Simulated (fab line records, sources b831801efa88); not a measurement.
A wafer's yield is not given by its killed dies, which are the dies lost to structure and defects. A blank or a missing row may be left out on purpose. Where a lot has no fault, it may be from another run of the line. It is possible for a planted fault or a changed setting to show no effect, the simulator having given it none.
fab line records | flow sky130
record lots=12 | wafers=36 | last_day=50
route steps=708 shown VT_ADJUST_LVTN@117 VT_ADJUST_HVTR@139 VT_ADJUST_PCH@152 SONOS_TUNNEL@160 PAD_OPEN@708
lots that met no fault: taken from a fault-free run of the same line
start_h: hours from the record's opening day to when the first of the lot's shown wafers began | wait_h: hours from the lot's prior step to this one | " the same as in the row above | L1.1+2: a single row standing in for several wafers | - no value, or no start given | * or withheld: withheld | < > ~ a bound
route shown NAME@n: names a module that has steps shown in the file, with the first one's number in the route | usual: mean/standard deviation taken from wafers without a fault | same: alike in all rows | chamber/n: place in a boat | sites: per-site readings | _std_site: standard deviation across them | _edge_site: outer sites' mean less inner sites' | radius_mm: for every site, how far away it sits from the centre of the wafer | mask NAME#n: copy n | behind: the last tool/chamber to shape the wafer | hold: the reason the lot was held/the length of the hold in hours/how it ended | device: which transistor (n, p or np) failed to switch | end of line: tests run on the same wafers once the route is complete | a step without rows: its recipe alone | killed: dies that structure and defects cost at the first sort, which is not the same as the wafer's yield | map: per-die view of a wafer (x killed, . not killed, _ where there is no die)
set.NAME: setting as actually run; set.NAME@STEP: the setting as run at that earlier step | model.NAME: the simulator's own value behind a step, which no gauge read
the route's steps for a sample of lots (tables are steps, rows are wafers)
services: when a tool's chamber went out of use (start_h, in hours from the record's first day, below 0 if earlier), for how many hours, and the reason
## steps
# step SKY_VT_ADJUST_LVTN_STRIP_20
# recipe chemistry=O2/N2 | power_w=1400 | pressure_mtorr=1500 | platen_temp_c=withheld | o2_flow_sccm=3000 | n2_flow_sccm=300 | overash_fraction=0.5
# usual drypump_motor_current_A=5.9/0.55 | oes_product_au=0.716/0.0041 | strip_time_to_endpoint_s=14.19/0.037
lot.wafer | tool            | chamber | start_h | wait_h | drypump_motor_current_A | oes_product_au | rf_hours_counter_h | strip_time_to_endpoint_s
L784.1    | plasma_asher-04 | 0       | 164.23  | 0.1    | 6.3                     | 0.716          | 47                 | 14.22
L784.3    | "               | 1       | "       | "      | 5.2                     | 0.718          | -                  | 14.23
L784.6    | "               | 1       | "       | "      | 5.2                     | 0.718          | -                  | 14.20
L785.2    | plasma_asher-03 | 1       | 175.29  | 0.1    | 6.5                     | 0.719          | 34                 | 14.14
L785.3    | "               | 0       | "       | "      | 6.3                     | 0.713          | -                  | 14.16
L785.6    | "               | 1       | "       | "      | 6.5                     | 0.720          | -                  | 14.12
L786.2    | plasma_asher-04 | 0       | 183.30  | 0.1    | 6.3                     | 0.720          | 48                 | 14.19
L786.3    | "               | 1       | "       | "      | 5.2                     | 0.716          | -                  | 14.20
L786.5    | "               | 1       | "       | "      | 5.2                     | 0.711          | -                  | 14.14
L787.2    | plasma_asher-03 | 1       | 186.60  | 0.1    | 6.5                     | 0.715          | 36                 | 14.21
L787.3    | "               | 0       | "       | "      | 6.3                     | 0.715          | -                  | 14.22
L787.4    | "               | 1       | "       | "      | 6.5                     | 0.716          | -                  | 14.23
L788.1    | plasma_asher-01 | 0       | 193.18  | 0.1    | 5.2                     | 0.722          | 7                  | 14.22
L788.5    | "               | 1       | "       | "      | 5.7                     | 0.714          | -                  | 14.19
L788.6    | "               | 0       | "       | "      | 5.2                     | 0.708          | -                  | 14.24
L789.2    | plasma_asher-04 | 0       | 201.45  | 0.1    | 6.3                     | 0.710          | 50                 | 14.27
L789.3    | "               | 0       | "       | "      | 6.3                     | 0.716          | -                  | 14.18
L789.4    | "               | 1       | "       | "      | 5.2                     | 0.723          | -                  | 14.21
L790.1    | plasma_asher-04 | 0       | 207.13  | 0.1    | 6.3                     | 0.712          | 51                 | 14.14
L790.2    | "               | 1       | "       | "      | 5.2                     | 0.723          | 51                 | 14.16
L790.3    | "               | 1       | "       | "      | 5.2                     | 0.716          | -                  | 14.17
L791.2    | plasma_asher-01 | 1       | 213.74  | 0.1    | 5.7                     | 0.715          | 9                  | 14.23
L791.4    | "               | 1       | "       | "      | 5.7                     | 0.713          | -                  | 14.19
L791.6    | "               | 0       | "       | "      | 5.2                     | 0.712          | -                  | 14.23
L800.1    | plasma_asher-04 | 1       | 270.81  | 0.1    | 5.2                     | 0.718          | 57                 | 14.16
L800.2    | "               | 0       | "       | "      | 6.3                     | 0.714          | 57                 | 14.12
L800.4    | "               | 0       | "       | "      | 6.3                     | 0.712          | -                  | 14.20
L801.2    | plasma_asher-01 | 1       | 276.60  | 0.1    | 5.7                     | 0.721          | 16                 | 14.17
L801.4    | "               | 1       | "       | "      | 5.7                     | 0.711          | -                  | 14.22
L801.6    | "               | 1       | "       | "      | 5.7                     | 0.719          | -                  | 14.19
L803.3    | plasma_asher-01 | 0       | 286.81  | 0.1    | 5.2                     | 0.710          | -                  | 14.14
L803.4    | "               | 1       | "       | "      | 5.7                     | 0.723          | -                  | 14.19
L803.5    | "               | 1       | "       | "      | 5.7                     | 0.713          | -                  | 14.12
L807.2    | plasma_asher-04 | 1       | 314.98  | 0.1    | 5.2                     | 0.722          | 61                 | 14.14
L807.3    | "               | 1       | "       | "      | 5.2                     | 0.713          | -                  | 14.18
L807.4    | "               | 0       | "       | "      | 6.3                     | 0.717          | -                  | 14.20
# step SKY_VT_ADJUST_HVTR_OVL_MEAS_08
# usual VT_ADJUST_HVTR_OVL=1.0/1.5
lot.wafer | tool       | chamber | start_h | wait_h | VT_ADJUST_HVTR_OVL[nm]
L784.1    | overlay-02 | -       | 206.45  | 0.1    | 2.0
L784.3    | "          | -       | "       | "      | 1.2
L784.6    | "          | -       | "       | "      | 3.2
L785.2    | overlay-02 | -       | 218.85  | 0.1    | -0.9
L785.3    | "          | -       | "       | "      | 0.8
L785.6    | "          | -       | "       | "      | 1.0
L786.2    | overlay-01 | -       | 228.23  | 0.1    | 1.9
L786.3    | "          | -       | "       | "      | 0.9
L786.5    | "          | -       | "       | "      | 1.4
L787.2    | overlay-02 | -       | 230.62  | 0.1    | 2.0
L787.3    | "          | -       | "       | "      | 0.7
L787.4    | "          | -       | "       | "      | 1.6
L788.1    | overlay-01 | -       | 238.44  | 0.1    | -2.2
L788.5    | "          | -       | "       | "      | -2.4
L788.6    | "          | -       | "       | "      | 0.6
L789.2    | overlay-01 | -       | 246.42  | 0.1    | -1.0
L789.3    | "          | -       | "       | "      | -1.4
L789.4    | "          | -       | "       | "      | -2.3
L790.1    | overlay-02 | -       | 253.14  | 0.1    | 2.0
L790.2    | "          | -       | "       | "      | 2.0
L790.3    | "          | -       | "       | "      | 2.3
L791.2    | overlay-01 | -       | 257.87  | 0.1    | 1.8
L791.4    | "          | -       | "       | "      | 0.4
L791.6    | "          | -       | "       | "      | -0.7
L800.1    | overlay-01 | -       | 319.30  | 0.1    | -0.6
L800.2    | "          | -       | "       | "      | 2.3
L800.4    | "          | -       | "       | "      | 0.8
L801.2    | overlay-01 | -       | 326.20  | 0.1    | 1.5
L801.4    | "          | -       | "       | "      | 1.6
L801.6    | "          | -       | "       | "      | 1.7
L803.3    | overlay-02 | -       | 338.37  | 0.1    | 1.8
L803.4    | "          | -       | "       | "      | 1.2
L803.5    | "          | -       | "       | "      | 2.2
L807.2    | overlay-02 | -       | 368.67  | 0.1    | 1.7
L807.3    | "          | -       | "       | "      | -0.5
L807.4    | "          | -       | "       | "      | 0.2
# step SKY_VT_ADJUST_PCH_STRIP_09
# recipe chemistry=O2/N2 | power_w=1400 | pressure_mtorr=1500 | platen_temp_c=withheld | o2_flow_sccm=3000 | n2_flow_sccm=300 | overash_fraction=0.5
# usual drypump_motor_current_A=6.0/0.36 | oes_product_au=0.722/0.0046 | strip_time_to_endpoint_s=36.90/0.089
lot.wafer | tool            | chamber | start_h | wait_h | drypump_motor_current_A | oes_product_au | rf_hours_counter_h | strip_time_to_endpoint_s
L784.1    | plasma_asher-02 | 1       | 229.77  | 0.1    | 6.1                     | 0.722          | 55                 | 37.08
L784.3    | "               | 0       | "       | "      | 5.7                     | 0.733          | -                  | 37.01
L784.6    | "               | 1       | "       | "      | 6.1                     | 0.721          | -                  | 37.12
L785.2    | plasma_asher-03 | 0       | 241.36  | 0.1    | 6.3                     | 0.727          | 41                 | 36.66
L785.3    | "               | 0       | "       | "      | 6.3                     | 0.725          | -                  | 36.75
L785.6    | "               | 1       | "       | "      | 6.5                     | 0.726          | -                  | 36.73
L786.2    | plasma_asher-03 | 0       | 251.44  | 0.1    | 6.3                     | 0.718          | 42                 | 36.87
L786.3    | "               | 0       | "       | "      | 6.2                     | 0.711          | -                  | 36.89
L786.5    | "               | 1       | "       | "      | 6.5                     | 0.723          | -                  | 36.95
L787.2    | plasma_asher-02 | 0       | 252.90  | 0.1    | 5.7                     | 0.721          | 57                 | 36.73
L787.3    | "               | 0       | "       | "      | 5.7                     | 0.718          | -                  | 36.75
L787.4    | "               | 1       | "       | "      | 6.1                     | 0.717          | -                  | 36.83
L788.1    | plasma_asher-02 | 0       | 260.25  | 0.1    | 5.7                     | 0.718          | 57                 | 36.80
L788.5    | "               | 1       | "       | "      | 6.1                     | 0.732          | -                  | 36.87
L788.6    | "               | 0       | "       | "      | 5.7                     | 0.720          | -                  | 36.90
L789.2    | plasma_asher-01 | 0       | 269.15  | 0.1    | 5.2                     | 0.725          | 15                 | 36.89
L789.3    | "               | 0       | "       | "      | 5.2                     | 0.722          | -                  | 36.85
L789.4    | "               | 1       | "       | "      | 5.7                     | 0.728          | -                  | 36.92
L790.1    | plasma_asher-02 | 0       | 276.30  | 0.1    | 5.7                     | 0.716          | 59                 | 36.99
L790.2    | "               | 1       | "       | "      | 6.1                     | 0.720          | 59                 | 36.84
L790.3    | "               | 0       | "       | "      | 5.7                     | 0.729          | -                  | 36.80
L791.2    | plasma_asher-03 | 0       | 281.19  | 0.1    | 6.2                     | 0.710          | 45                 | 36.87
L791.4    | "               | 1       | "       | "      | 6.5                     | 0.729          | -                  | 36.85
L791.6    | "               | 0       | "       | "      | 6.3                     | 0.720          | -                  | 36.85
L800.1    | plasma_asher-02 | 0       | 346.35  | 0.1    | 5.7                     | 0.725          | 65                 | 36.87
L800.2    | "               | 1       | "       | "      | 6.1                     | 0.720          | 65                 | 36.97
L800.4    | "               | 1       | "       | "      | 6.1                     | 0.727          | -                  | 36.93
L801.2    | plasma_asher-02 | 0       | 353.26  | 0.1    | 5.7                     | 0.725          | 66                 | 36.95
L801.4    | "               | 0       | "       | "      | 5.7                     | 0.720          | -                  | 37.01
L801.6    | "               | 0       | "       | "      | 5.7                     | 0.723          | -                  | 37.03
L803.3    | plasma_asher-01 | 0       | 366.74  | 0.1    | 5.2                     | 0.720          | -                  | 36.96
L803.4    | "               | 1       | "       | "      | 5.7                     | 0.720          | -                  | 37.06
L803.5    | "               | 1       | "       | "      | 5.7                     | 0.717          | -                  | 36.90
L807.2    | plasma_asher-02 | 1       | 396.91  | 0.1    | 6.1                     | 0.724          | 70                 | 37.02
L807.3    | "               | 1       | "       | "      | 6.1                     | 0.721          | -                  | 36.96
L807.4    | "               | 0       | "       | "      | 5.7                     | 0.720          | -                  | 37.03
# step SKY_SONOS_TUNNEL_DEVELOP_06
# recipe resist=NOVOLAK | developer=TMAH | develop_time_s=60 | dev_temp_c=23
# usual chill_plate_temp_C=23.01/0.1
lot.wafer | tool           | chamber | start_h | wait_h | chill_plate_temp_C
L784.1    | litho_track-02 | 0       | 251.76  | 0.1    | 23.04
L784.3    | "              | 0       | "       | "      | 23.06
L784.6    | "              | 0       | "       | "      | 23.17
L785.2    | litho_track-03 | 0       | 263.84  | 0.1    | 22.82
L785.3    | "              | 0       | "       | "      | 22.98
L785.6    | "              | 0       | "       | "      | 23.04
L786.2    | litho_track-01 | 0       | 274.42  | 0.1    | 22.97
L786.3    | "              | 0       | "       | "      | 22.96
L786.5    | "              | 0       | "       | "      | 23.03
L787.2    | litho_track-02 | 0       | 275.58  | 0.1    | 23.02
L787.3    | "              | 0       | "       | "      | 23.09
L787.4    | "              | 0       | "       | "      | 23.00
L788.1    | litho_track-03 | 0       | 283.06  | 0.1    | 23.18
L788.5    | "              | 0       | "       | "      | 22.95
L788.6    | "              | 0       | "       | "      | 23.04
L789.2    | litho_track-03 | 0       | 291.99  | 0.1    | 23.09
L789.3    | "              | 0       | "       | "      | 23.05
L789.4    | "              | 0       | "       | "      | 23.19
L790.1    | litho_track-01 | 0       | 300.39  | 0.1    | 22.79
L790.2    | "              | 0       | "       | "      | 22.91
L790.3    | "              | 0       | "       | "      | 23.00
L791.2    | litho_track-01 | 0       | 305.87  | 0.1    | 22.89
L791.4    | "              | 0       | "       | "      | 23.05
L791.6    | "              | 0       | "       | "      | 22.77
L800.1    | litho_track-01 | 0       | 373.89  | 0.1    | 22.96
L800.2    | "              | 0       | "       | "      | 22.85
L800.4    | "              | 0       | "       | "      | 22.99
L801.2    | litho_track-01 | 0       | 381.02  | 0.1    | 23.02
L801.4    | "              | 0       | "       | "      | 23.04
L801.6    | "              | 0       | "       | "      | 22.99
L803.3    | litho_track-03 | 0       | 395.01  | 0.1    | 22.99
L803.4    | "              | 0       | "       | "      | 22.98
L803.5    | "              | 0       | "       | "      | 22.99
L807.2    | litho_track-02 | 0       | 426.93  | 0.1    | 22.95
L807.3    | "              | 0       | "       | "      | 23.06
L807.4    | "              | 0       | "       | "      | 22.98
# step SKY_SONOS_TUNNEL_CD_MEAS_07
# recipe target_cd_nm=410
# usual cd_nm=409.1/2.4
lot.wafer | tool      | chamber | start_h | wait_h | cd_nm
L784.1    | cd_sem-01 | -       | 251.91  | 0.1    | 410.3
L784.3    | "         | -       | "       | "      | 408.6
L784.6    | "         | -       | "       | "      | 409.3
L785.2    | cd_sem-01 | -       | 263.98  | 0.1    | 407.8
L785.3    | "         | -       | "       | "      | 407.8
L785.6    | "         | -       | "       | "      | 410.1
L786.2    | cd_sem-01 | -       | 274.56  | 0.1    | 403.2
L786.3    | "         | -       | "       | "      | 403.8
L786.5    | "         | -       | "       | "      | 405.1
L787.2    | cd_sem-02 | -       | 275.73  | 0.1    | 408.4
L787.3    | "         | -       | "       | "      | 407.9
L787.4    | "         | -       | "       | "      | 408.1
L788.1    | cd_sem-02 | -       | 283.21  | 0.1    | 408.8
L788.5    | "         | -       | "       | "      | 410.3
L788.6    | "         | -       | "       | "      | 409.0
L789.2    | cd_sem-01 | -       | 292.13  | 0.1    | 404.1
L789.3    | "         | -       | "       | "      | 405.0
L789.4    | "         | -       | "       | "      | 405.4
L790.1    | cd_sem-01 | -       | 300.54  | 0.1    | 410.6
L790.2    | "         | -       | "       | "      | 411.9
L790.3    | "         | -       | "       | "      | 410.3
L791.2    | cd_sem-01 | -       | 306.01  | 0.1    | 411.2
L791.4    | "         | -       | "       | "      | 410.4
L791.6    | "         | -       | "       | "      | 411.5
L800.1    | cd_sem-01 | -       | 374.04  | 0.1    | 283.5
L800.2    | "         | -       | "       | "      | 412.8
L800.4    | "         | -       | "       | "      | 412.2
L801.2    | cd_sem-02 | -       | 381.16  | 0.1    | 406.2
L801.4    | "         | -       | "       | "      | 405.9
L801.6    | "         | -       | "       | "      | 278.3
L803.3    | cd_sem-02 | -       | 395.15  | 0.1    | 411.3
L803.4    | "         | -       | "       | "      | 410.4
L803.5    | "         | -       | "       | "      | 410.3
L807.2    | cd_sem-01 | -       | 427.08  | 0.1    | 412.2
L807.3    | "         | -       | "       | "      | 412.4
L807.4    | "         | -       | "       | "      | 410.1
# step SKY_PAD_OPEN_PROBE_99
# usual killed_at_M0_to_M3=43/6.7 | killed_at_M4_up=3.2/2.1 | killed_at_contacts=25/5.9 | killed_at_front_end=16/4.7 | killed_at_other=0.3/0.54 | killed_dies=87/9.8 | killed_open=47/6.7 | killed_short=40/6.5
# same gross_dies=492 | killed_at_back_side=0
lot.wafer | tool      | chamber | start_h | wait_h | killed_at_M0_to_M3 | killed_at_M4_up | killed_at_contacts | killed_at_front_end | killed_at_other | killed_dies | killed_open | killed_short
L785.2    | prober-01 | -       | 1096.96 | 0.1    | 41                 | 3               | 27                 | 24                  | 0               | 95          | 57          | 38
L785.3    | prober-01 | -       | 1097.01 | 0.2    | 47                 | 3               | 28                 | 24                  | 0               | 102         | 59          | 43
L785.6    | prober-01 | -       | 1097.16 | 0.2    | 52                 | 3               | 22                 | 13                  | 0               | 90          | 42          | 47
L786.2    | prober-01 | -       | 1106.30 | 0.1    | 33                 | 3               | 22                 | 22                  | 2               | 82          | 39          | 43
L786.3    | prober-01 | -       | 1106.35 | 0.2    | 32                 | 4               | 16                 | 23                  | 0               | 75          | 37          | 38
L786.5    | prober-01 | -       | 1106.45 | 0.2    | 42                 | 5               | 30                 | 11                  | 0               | 88          | 46          | 42
L788.1    | prober-02 | -       | 1108.55 | 0.1    | 45                 | 3               | 31                 | 16                  | 0               | 95          | 41          | 54
L788.5    | prober-02 | -       | 1108.75 | 0.2    | 47                 | 2               | 21                 | 12                  | 0               | 82          | 52          | 30
L788.6    | prober-02 | -       | 1108.80 | 0.2    | 37                 | 1               | 31                 | 14                  | 1               | 84          | 50          | 34
L791.2    | prober-01 | -       | 1126.76 | 0.1    | 34                 | 6               | 36                 | 15                  | 0               | 91          | 44          | 47
L791.4    | prober-01 | -       | 1126.86 | 0.2    | 36                 | 4               | 16                 | 21                  | 0               | 77          | 36          | 39
L791.6    | prober-01 | -       | 1126.96 | 0.2    | 42                 | 9               | 30                 | 19                  | 0               | 100         | 56          | 42
L800.1    | prober-02 | -       | 1171.11 | 0.1    | 49                 | 2               | 21                 | 17                  | 0               | 89          | 46          | 43
L800.2    | prober-02 | -       | 1171.16 | 0.1    | 46                 | 2               | 21                 | 16                  | 0               | 85          | 48          | 37
L800.4    | prober-02 | -       | 1171.26 | 0.2    | 43                 | 4               | 16                 | 14                  | 1               | 78          | 42          | 36
L801.2    | prober-01 | -       | 1175.70 | 0.1    | 42                 | 4               | 29                 | 14                  | 0               | 89          | 47          | 41
L801.4    | prober-01 | -       | 1175.80 | 0.2    | 46                 | 1               | 29                 | 18                  | 0               | 94          | 49          | 45
L801.6    | prober-01 | -       | 1175.90 | 0.2    | 48                 | 4               | 27                 | 15                  | 0               | 94          | 53          | 41
L803.3    | prober-01 | -       | 1184.84 | 0.2    | 40                 | 8               | 29                 | 10                  | 1               | 88          | 50          | 38
L803.4    | prober-01 | -       | 1184.89 | 0.2    | 40                 | 3               | 25                 | 19                  | 0               | 87          | 52          | 35
L803.5    | prober-01 | -       | 1184.94 | 0.2    | 45                 | 0               | 29                 | 12                  | 0               | 86          | 56          | 30
# killed by level:class
L785.2 LI_CONTACT:geometric_particle:open=11 VIA1:geometric_particle:open=11 POLY_GATE:geometric_particle:open=8 CONTACT:geometric_particle:open=8 VIA3:geometric_particle:open=8 METAL1:geometric_particle:short=6 CONTACT:geometric_particle:short=5 FIELD_ISO:geometric_particle:short=4
L785.3 LI_CONTACT:geometric_particle:open=11 VIA1:geometric_particle:open=11 VIA2:geometric_particle:open=10 VIA3:geometric_particle:open=7 CONTACT:geometric_particle:open=7 FIELD_ISO:geometric_particle:short=6 FIELD_ISO:geometric_particle:open=5 POLY_GATE:geometric_particle:short=5
L785.6 LI_CONTACT:geometric_particle:open=10 METAL1:geometric_particle:short=9 VIA1:geometric_particle:open=8 VIA1:geometric_particle:short=6 VIA3:geometric_particle:open=6 POLY_GATE:geometric_particle:short=4 METAL2:geometric_particle:short=4 METAL3:geometric_particle:short=4
L786.2 FIELD_ISO:geometric_particle:open=9 LI_CONTACT:geometric_particle:open=7 FIELD_ISO:geometric_particle:short=6 CONTACT:geometric_particle:open=6 METAL1:geometric_particle:short=5 VIA1:geometric_particle:open=5 VIA1:geometric_particle:short=5 METAL2:geometric_particle:short=5
L786.3 FIELD_ISO:geometric_particle:open=9 FIELD_ISO:geometric_particle:short=9 VIA1:geometric_particle:open=8 VIA1:geometric_particle:short=7 LI_CONTACT:geometric_particle:open=7 CONTACT:geometric_particle:open=5 POLY_GATE:geometric_particle:short=4 METAL1:geometric_particle:short=4
L786.5 CONTACT:geometric_particle:open=10 LI_CONTACT:geometric_particle:open=9 VIA1:geometric_particle:open=9 VIA2:geometric_particle:short=7 LOCAL_INTERCONNECT:geometric_particle:short=5 VIA1:geometric_particle:short=5 VIA2:geometric_particle:open=4 METAL2:geometric_particle:short=4
L788.1 VIA1:geometric_particle:open=10 METAL1:geometric_particle:short=10 CONTACT:geometric_particle:open=9 CONTACT:geometric_particle:short=7 METAL2:geometric_particle:short=7 VIA2:geometric_particle:open=7 LI_CONTACT:geometric_particle:short=5 LI_CONTACT:geometric_particle:open=5
L788.5 VIA1:geometric_particle:open=13 METAL1:geometric_particle:short=8 VIA3:geometric_particle:open=8 CONTACT:geometric_particle:open=7 VIA2:geometric_particle:open=7 LI_CONTACT:geometric_particle:open=6 CONTACT:geometric_particle:short=5 FIELD_ISO:geometric_particle:open=4
L788.6 LI_CONTACT:geometric_particle:open=9 CONTACT:geometric_particle:open=9 VIA1:geometric_particle:open=8 LOCAL_INTERCONNECT:geometric_particle:short=6 FIELD_ISO:geometric_particle:open=5 VIA2:geometric_particle:open=5 VIA3:geometric_particle:open=5 CONTACT:geometric_particle:short=4
L791.2 CONTACT:geometric_particle:open=10 CONTACT:geometric_particle:short=9 LOCAL_INTERCONNECT:geometric_particle:short=8 VIA1:geometric_particle:open=8 VIA1:geometric_particle:short=8 LI_CONTACT:geometric_particle:open=7 VIA3:geometric_particle:open=7 POLY_GATE:geometric_particle:open=5
L791.4 METAL1:geometric_particle:short=9 VIA1:geometric_particle:open=6 VIA2:geometric_particle:open=6 POLY_GATE:geometric_particle:short=5 LOCAL_INTERCONNECT:geometric_particle:short=5 METAL3:geometric_particle:short=5 VIA3:geometric_particle:open=5 FIELD_ISO:geometric_particle:open=4
L791.6 VIA1:geometric_particle:open=13 CONTACT:geometric_particle:open=9 LI_CONTACT:geometric_particle:open=8 METAL4:geometric_particle:short=7 CONTACT:geometric_particle:short=6 VIA2:geometric_particle:open=5 VIA3:geometric_particle:open=5 FIELD_ISO:geometric_particle:open=4
L800.1 VIA1:geometric_particle:open=16 FIELD_ISO:geometric_particle:short=8 LI_CONTACT:geometric_particle:open=8 CONTACT:geometric_particle:short=8 METAL2:geometric_particle:short=8 METAL1:geometric_particle:short=5 VIA2:geometric_particle:open=5 VIA2:geometric_particle:short=4
L800.2 VIA3:geometric_particle:open=8 METAL1:geometric_particle:short=7 POLY_GATE:geometric_particle:open=7 CONTACT:geometric_particle:open=7 VIA1:geometric_particle:open=7 VIA1:geometric_particle:short=6 LOCAL_INTERCONNECT:geometric_particle:short=5 CONTACT:geometric_particle:short=5
L800.4 VIA2:geometric_particle:open=10 CONTACT:geometric_particle:open=10 METAL2:geometric_particle:short=8 FIELD_ISO:geometric_particle:open=5 VIA1:geometric_particle:open=5 METAL1:geometric_particle:short=5 VIA3:geometric_particle:open=5 SONOS_ONO:geometric_particle:short=3
L801.2 CONTACT:geometric_particle:open=14 VIA1:geometric_particle:open=10 METAL2:geometric_particle:short=7 LI_CONTACT:geometric_particle:short=6 LI_CONTACT:geometric_particle:open=6 VIA1:geometric_particle:short=6 VIA3:geometric_particle:open=5 FIELD_ISO:geometric_particle:short=4
L801.4 LI_CONTACT:geometric_particle:open=14 METAL3:geometric_particle:short=8 CONTACT:geometric_particle:open=6 METAL1:geometric_particle:short=6 VIA1:geometric_particle:open=6 VIA3:geometric_particle:open=6 FIELD_ISO:geometric_particle:open=5 FIELD_ISO:geometric_particle:short=5
L801.6 VIA1:geometric_particle:open=17 CONTACT:geometric_particle:open=12 POLY_GATE:geometric_particle:short=6 LI_CONTACT:geometric_particle:open=6 POLY_GATE:geometric_particle:open=5 LOCAL_INTERCONNECT:geometric_particle:short=5 METAL1:geometric_particle:short=5 VIA3:geometric_particle:open=5
L803.3 CONTACT:geometric_particle:open=12 VIA2:geometric_particle:open=9 METAL4:geometric_particle:short=7 LI_CONTACT:geometric_particle:open=7 VIA1:geometric_particle:open=7 LI_CONTACT:geometric_particle:short=5 VIA2:geometric_particle:short=5 METAL2:geometric_particle:short=5
L803.4 CONTACT:geometric_particle:open=10 LI_CONTACT:geometric_particle:open=8 VIA1:geometric_particle:open=8 VIA3:geometric_particle:open=7 METAL1:geometric_particle:short=6 FIELD_ISO:geometric_particle:short=5 VIA2:geometric_particle:open=5 POLY_GATE:geometric_particle:short=4
L803.5 LI_CONTACT:geometric_particle:open=11 CONTACT:geometric_particle:open=10 VIA3:geometric_particle:open=9 METAL1:geometric_particle:short=8 VIA1:geometric_particle:open=8 VIA2:geometric_particle:open=7 FIELD_ISO:geometric_particle:open=4 CONTACT:geometric_particle:short=4
## services
tool            | chamber | start_h | hours | kind
plasma_asher-04 | -       | 240.41  | 1.6   | repair
plasma_asher-02 | -       | 257.47  | 1.8   | repair
plasma_asher-03 | -       | 368.85  | 0.5   | repair
plasma_asher-03 | -       | 380.14  | 2.0   | repair
plasma_asher-02 | -       | 405.66  | 4.3   | pm
plasma_asher-02 | -       | 421.25  | 9.0   | pm
plasma_asher-02 | 0       | 421.25  | 9.0   | vent_cycle
plasma_asher-02 | 1       | 421.25  | 9.0   | vent_cycle
## key
first_sign step=SKY_SONOS_TUNNEL_CD_MEAS_07 | reading=cd_nm | direction=down | sigmas=54 | usual=409.1 | struck=280.9
effect none on later readings
met_at SKY_SONOS_TUNNEL_DEVELOP_06
struck_lots L800,L801
struck_wafers L800.1,L801.6
tester_left_out L800,L801
not_acting_at SKY_VT_ADJUST_LVTN_STRIP_20,SKY_VT_ADJUST_HVTR_OVL_MEAS_08,SKY_VT_ADJUST_PCH_STRIP_09
onset_between 305.87 373.89
fault kind=process_parameter_drift | tool=litho_track-01 | chamber=- | onset_h=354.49 | steps=SKY_SONOS_TUNNEL_DEVELOP_06 | channel=develop_time_s | offset=* | shape=step | end_h=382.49 | scope=struck_wafers_only | acts_in=* | stated=*
# tester_left_out: of these lots the tester's yield and bins aren't shown, on N5 and GAA mostly nor the transistor test; their killed dies are dies lost to structure and defects alone, not to doping, threshold or leakage, so they don't give the yield
